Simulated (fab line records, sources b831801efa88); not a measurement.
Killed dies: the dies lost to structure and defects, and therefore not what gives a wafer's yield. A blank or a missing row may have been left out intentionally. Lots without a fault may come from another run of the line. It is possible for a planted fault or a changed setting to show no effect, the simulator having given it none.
The tool behind it: which one? / flow gf180mcu / 39 wafers from 13 lots sampled at 5 of the route's 602 steps

WHAT THE GAUGES SHOWED, per wafer
GF_STI_THK_MEAS_22. Usual: STI_OXIDATION_01_THK 15.0 nm, standard deviation 0.34.
lot=L175; measured=day 2 03:20; on=film_metro-04; STI_OXIDATION_01_THK (nm)=15.1 15.0 15.1; flag=
lot=L176; measured=day 2 08:02; on=film_metro-03; STI_OXIDATION_01_THK (nm)=14.7 14.8 14.6; flag=
lot=L180; measured=day 3 08:28; on=film_metro-02; STI_OXIDATION_01_THK (nm)=14.9 14.8 14.9; flag=
lot=L182; measured=day 3 16:13; on=film_metro-02; STI_OXIDATION_01_THK (nm)=14.6 14.7 14.5; flag=
lot=L184; measured=day 4 01:37; on=film_metro-02; STI_OXIDATION_01_THK (nm)=14.9 14.7 14.8; flag=
lot=L185; measured=day 4 06:40; on=film_metro-03; STI_OXIDATION_01_THK (nm)=14.8 14.8 14.8; flag=
lot=L186; measured=day 4 12:20; on=film_metro-04; STI_OXIDATION_01_THK (nm)=15.4 15.3 15.4; flag=
lot=L187; measured=day 4 20:49; on=film_metro-02; STI_OXIDATION_01_THK (nm)=15.2 15.5 15.1; flag=
lot=L188; measured=day 4 23:23; on=film_metro-03; STI_OXIDATION_01_THK (nm)=14.4 14.5 14.5; flag=
lot=L189; measured=day 5 03:44; on=film_metro-04; STI_OXIDATION_01_THK (nm)=15.1 15.0 15.2; flag=
lot=L190; measured=day 5 11:39; on=film_metro-02; STI_OXIDATION_01_THK (nm)=15.0 14.9 15.3; flag=
lot=L192; measured=day 5 19:09; on=film_metro-04; STI_OXIDATION_01_THK (nm)=15.4 15.4 15.2; flag=
lot=L197; measured=day 6 20:32; on=film_metro-04; STI_OXIDATION_01_THK (nm)=15.6 15.5 15.5; flag=

GF_VT_IMPLANT_OVL_MEAS_07. Usual: VT_IMPLANT_OVL -0.5 nm, standard deviation 1.3.
lot=L175; measured=day 5 14:29; on=overlay-01; VT_IMPLANT_OVL (nm)=-2.0 -2.9 -3.1; flag=
lot=L176; measured=day 5 20:28; on=overlay-02; VT_IMPLANT_OVL (nm)=1.5 0.1 -1.6; flag=
lot=L180; measured=day 7 01:31; on=overlay-01; VT_IMPLANT_OVL (nm)=0.1 -1.9 -1.4; flag=
lot=L182; measured=day 7 11:19; on=overlay-01; VT_IMPLANT_OVL (nm)=-2.8 -2.2 -0.4; flag=
lot=L184; measured=day 7 23:25; on=overlay-01; VT_IMPLANT_OVL (nm)=0.9 -0.9 0.2; flag=
lot=L185; measured=day 8 05:52; on=overlay-02; VT_IMPLANT_OVL (nm)=0.6 1.5 -1.9; flag=
lot=L186; measured=day 8 17:13; on=overlay-02; VT_IMPLANT_OVL (nm)=2.0 1.7 0.7; flag=
lot=L187; measured=day 9 00:16; on=overlay-01; VT_IMPLANT_OVL (nm)=-1.3 -2.0 0.7; flag=
lot=L188; measured=day 9 02:58; on=overlay-01; VT_IMPLANT_OVL (nm)=-0.1 -0.7 -0.2; flag=
lot=L189; measured=day 9 04:31; on=overlay-01; VT_IMPLANT_OVL (nm)=1.1 -0.3 0.6; flag=
lot=L190; measured=day 9 14:07; on=overlay-02; VT_IMPLANT_OVL (nm)=0.2 0.8 -0.2; flag=
lot=L192; measured=day 9 22:34; on=overlay-01; VT_IMPLANT_OVL (nm)=0.2 -2.1 -2.3; flag=
lot=L197; measured=day 11 07:11; on=overlay-01; VT_IMPLANT_OVL (nm)=-1.4 0.3 -1.1; flag=

WHAT TOOL EACH LOT RAN ON (gives the tool, then ch and the chambers of the sampled wafers, and finally the start)
lot=L175; GF_LVPWELL_COAT_02=litho_track-03 ch 0, day 3 12:47; GF_LVPWELL_STRIP_10=plasma_asher-01 ch 0,1, day 3 19:59; GF_MVSD_STRIP_10=plasma_asher-03 ch 0,1, day 4 09:44
lot=L176; GF_LVPWELL_COAT_02=litho_track-03 ch 0, day 3 18:04; GF_LVPWELL_STRIP_10=plasma_asher-02 ch 0,1, day 4 01:57; GF_MVSD_STRIP_10=plasma_asher-02 ch 0,1, day 4 15:56
lot=L180; GF_LVPWELL_COAT_02=litho_track-04 ch 0, day 4 21:20; GF_LVPWELL_STRIP_10=plasma_asher-04 ch 0,1, day 5 04:42; GF_MVSD_STRIP_10=plasma_asher-03 ch 0,1, day 5 19:15
lot=L182; GF_LVPWELL_COAT_02=litho_track-02 ch 0, day 5 04:38; GF_LVPWELL_STRIP_10=plasma_asher-01 ch 0, day 5 12:47; GF_MVSD_STRIP_10=plasma_asher-01 ch 0,1, day 6 03:39
lot=L184; GF_LVPWELL_COAT_02=litho_track-04 ch 0, day 5 15:53; GF_LVPWELL_STRIP_10=plasma_asher-01 ch 0,1, day 5 23:55; GF_MVSD_STRIP_10=plasma_asher-02 ch 0,1, day 6 15:54
lot=L185; GF_LVPWELL_COAT_02=litho_track-04 ch 0, day 5 21:50; GF_LVPWELL_STRIP_10=plasma_asher-02 ch 0,1, day 6 06:06; GF_MVSD_STRIP_10=plasma_asher-01 ch 0,1, day 6 21:36
lot=L186; GF_LVPWELL_COAT_02=litho_track-02 ch 0, day 6 07:16; GF_LVPWELL_STRIP_10=plasma_asher-01 ch 0,1, day 6 16:01; GF_MVSD_STRIP_10=plasma_asher-01 ch 0,1, day 7 07:48
lot=L187; GF_LVPWELL_COAT_02=litho_track-04 ch 0, day 6 14:23; GF_LVPWELL_STRIP_10=plasma_asher-02 ch 0,1, day 6 22:40; GF_MVSD_STRIP_10=plasma_asher-02 ch 0,1, day 7 14:48
lot=L188; GF_LVPWELL_COAT_02=litho_track-02 ch 0, day 6 16:58; GF_LVPWELL_STRIP_10=plasma_asher-01 ch 1, day 7 00:27; GF_MVSD_STRIP_10=plasma_asher-01 ch 0,1, day 7 17:13
lot=L189; GF_LVPWELL_COAT_02=litho_track-04 ch 0, day 6 20:14; GF_LVPWELL_STRIP_10=plasma_asher-02 ch 0,1, day 7 04:04; GF_MVSD_STRIP_10=plasma_asher-02 ch 0,1, day 7 19:58
lot=L190; GF_LVPWELL_COAT_02=litho_track-02 ch 0, day 7 03:29; GF_LVPWELL_STRIP_10=plasma_asher-04 ch 0,1, day 7 12:29; GF_MVSD_STRIP_10=plasma_asher-01 ch 0,1, day 8 04:37
lot=L192; GF_LVPWELL_COAT_02=litho_track-02 ch 0, day 7 12:29; GF_LVPWELL_STRIP_10=plasma_asher-01 ch 0,1, day 7 20:41; GF_MVSD_STRIP_10=plasma_asher-01 ch 0,1, day 8 12:43
lot=L197; GF_LVPWELL_COAT_02=litho_track-03 ch 0, day 8 16:47; GF_LVPWELL_STRIP_10=plasma_asher-04 ch 0,1, day 9 01:38; GF_MVSD_STRIP_10=plasma_asher-01 ch 0,1, day 9 19:09
- GF_LVPWELL_COAT_02: resist thk 3000 nm.
- GF_LVPWELL_STRIP_10: strips in O2/N2.
- GF_MVSD_STRIP_10: strips in O2/N2.

AS READ BY THE TOOLS THEMSELVES (means over the sampled wafers that have a number; for cases with no such wafer, the mark the record gives instead)
GF_LVPWELL_STRIP_10. Usual: drypump_motor_current_A 5.6 A, standard deviation 0.6; heater_power_w 344 W, standard deviation 44; oes_product_au 0.723 a.u., standard deviation 0.0041; strip_time_to_endpoint_s 36.97 s, standard deviation 0.11.
lot=L175; tool=plasma_asher-01; drypump_motor_current_A (A)=5.5; heater_power_w (W)=385; oes_product_au (a.u.)=0.721; strip_time_to_endpoint_s (s)=36.94; flag=
lot=L176; tool=plasma_asher-02; drypump_motor_current_A (A)=5.7; heater_power_w (W)=337; oes_product_au (a.u.)=0.723; strip_time_to_endpoint_s (s)=37.12; flag=
lot=L180; tool=plasma_asher-04; drypump_motor_current_A (A)=5.0; heater_power_w (W)=322; oes_product_au (a.u.)=0.723; strip_time_to_endpoint_s (s)=36.95; flag=
lot=L182; tool=plasma_asher-01; drypump_motor_current_A (A)=5.6; heater_power_w (W)=421; oes_product_au (a.u.)=0.719; strip_time_to_endpoint_s (s)=36.97; flag=
lot=L184; tool=plasma_asher-01; drypump_motor_current_A (A)=5.5; heater_power_w (W)=383; oes_product_au (a.u.)=0.722; strip_time_to_endpoint_s (s)=37.02; flag=
lot=L185; tool=plasma_asher-02; drypump_motor_current_A (A)=6.2; heater_power_w (W)=338; oes_product_au (a.u.)=0.723; strip_time_to_endpoint_s (s)=37.01; flag=
lot=L186; tool=plasma_asher-01; drypump_motor_current_A (A)=5.5; heater_power_w (W)=343; oes_product_au (a.u.)=0.723; strip_time_to_endpoint_s (s)=37.04; flag=
lot=L187; tool=plasma_asher-02; drypump_motor_current_A (A)=6.2; heater_power_w (W)=333; oes_product_au (a.u.)=0.725; strip_time_to_endpoint_s (s)=36.90; flag=
lot=L188; tool=plasma_asher-01; drypump_motor_current_A (A)=5.4; heater_power_w (W)=306; oes_product_au (a.u.)=0.723; strip_time_to_endpoint_s (s)=36.98; flag=
lot=L189; tool=plasma_asher-02; drypump_motor_current_A (A)=5.7; heater_power_w (W)=341; oes_product_au (a.u.)=0.725; strip_time_to_endpoint_s (s)=36.84; flag=
lot=L190; tool=plasma_asher-04; drypump_motor_current_A (A)=5.4; heater_power_w (W)=308; oes_product_au (a.u.)=0.718; strip_time_to_endpoint_s (s)=27.78; flag=OFF
lot=L192; tool=plasma_asher-01; drypump_motor_current_A (A)=5.5; heater_power_w (W)=346; oes_product_au (a.u.)=0.719; strip_time_to_endpoint_s (s)=27.81; flag=OFF
lot=L197; tool=plasma_asher-04; drypump_motor_current_A (A)=5.0; heater_power_w (W)=318; oes_product_au (a.u.)=0.723; strip_time_to_endpoint_s (s)=37.03; flag=

GF_MVSD_STRIP_10. Usual: drypump_motor_current_A 5.8 A, standard deviation 0.53; heater_power_w 354 W, standard deviation 42; oes_product_au 0.723 a.u., standard deviation 0.0048; strip_time_to_endpoint_s 36.95 s, standard deviation 0.11.
lot=L175; tool=plasma_asher-03; drypump_motor_current_A (A)=5.9; heater_power_w (W)=344; oes_product_au (a.u.)=0.716; strip_time_to_endpoint_s (s)=36.95; flag=
lot=L176; tool=plasma_asher-02; drypump_motor_current_A (A)=5.7; heater_power_w (W)=347; oes_product_au (a.u.)=0.724; strip_time_to_endpoint_s (s)=36.98; flag=
lot=L180; tool=plasma_asher-03; drypump_motor_current_A (A)=5.9; heater_power_w (W)=344; oes_product_au (a.u.)=0.722; strip_time_to_endpoint_s (s)=37.06; flag=
lot=L182; tool=plasma_asher-01; drypump_motor_current_A (A)=5.5; heater_power_w (W)=379; oes_product_au (a.u.)=0.722; strip_time_to_endpoint_s (s)=37.07; flag=
lot=L184; tool=plasma_asher-02; drypump_motor_current_A (A)=5.7; heater_power_w (W)=348; oes_product_au (a.u.)=0.725; strip_time_to_endpoint_s (s)=36.85; flag=
lot=L185; tool=plasma_asher-01; drypump_motor_current_A (A)=5.5; heater_power_w (W)=346; oes_product_au (a.u.)=0.721; strip_time_to_endpoint_s (s)=37.19; flag=
lot=L186; tool=plasma_asher-01; drypump_motor_current_A (A)=5.4; heater_power_w (W)=347; oes_product_au (a.u.)=0.724; strip_time_to_endpoint_s (s)=36.85; flag=
lot=L187; tool=plasma_asher-02; drypump_motor_current_A (A)=6.2; heater_power_w (W)=339; oes_product_au (a.u.)=0.724; strip_time_to_endpoint_s (s)=37.03; flag=
lot=L188; tool=plasma_asher-01; drypump_motor_current_A (A)=5.5; heater_power_w (W)=383; oes_product_au (a.u.)=0.720; strip_time_to_endpoint_s (s)=36.98; flag=
lot=L189; tool=plasma_asher-02; drypump_motor_current_A (A)=6.2; heater_power_w (W)=344; oes_product_au (a.u.)=0.724; strip_time_to_endpoint_s (s)=37.00; flag=
lot=L190; tool=plasma_asher-01; drypump_motor_current_A (A)=5.5; heater_power_w (W)=387; oes_product_au (a.u.)=0.718; strip_time_to_endpoint_s (s)=36.77; flag=
lot=L192; tool=plasma_asher-01; drypump_motor_current_A (A)=5.5; heater_power_w (W)=386; oes_product_au (a.u.)=0.718; strip_time_to_endpoint_s (s)=37.03; flag=
lot=L197; tool=plasma_asher-01; drypump_motor_current_A (A)=5.5; heater_power_w (W)=385; oes_product_au (a.u.)=0.717; strip_time_to_endpoint_s (s)=37.01; flag=

THE ANSWER, worked out from the rows above alone
Rule: a lot is off if the mean of its wafers that have a number lies more than 3 standard deviations from the usual mean. Also off: a lot with no number at a reading for which 4 or more lots have one. All remaining lots with rows at the step are treated as sound. Order of review: gauges by route order, followed by the tools' own readings, for which a lot's mean as printed above is used. At the first step where some lot is off, the reading lying furthest off is the one used; lots without a number count as furthest.
Off, at GF_LVPWELL_STRIP_10 on strip_time_to_endpoint_s: L190, L192.
A tool fits if, at that step or a process step before it, it ran every lot that is off, and no sound lot after the first of them. One candidate fits, namely litho_track-02 at GF_LVPWELL_COAT_02. Its last sound lot is L188 (day 6 16:58), its first lot that is off L190 (day 7 03:29): a fault that began between those two fits.

WHAT HAD BEEN PUT IN BY THE SIMULATOR
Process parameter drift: litho_track-02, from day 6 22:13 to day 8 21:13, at GF_LVPWELL_COAT_02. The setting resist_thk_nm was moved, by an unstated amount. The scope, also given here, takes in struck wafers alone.
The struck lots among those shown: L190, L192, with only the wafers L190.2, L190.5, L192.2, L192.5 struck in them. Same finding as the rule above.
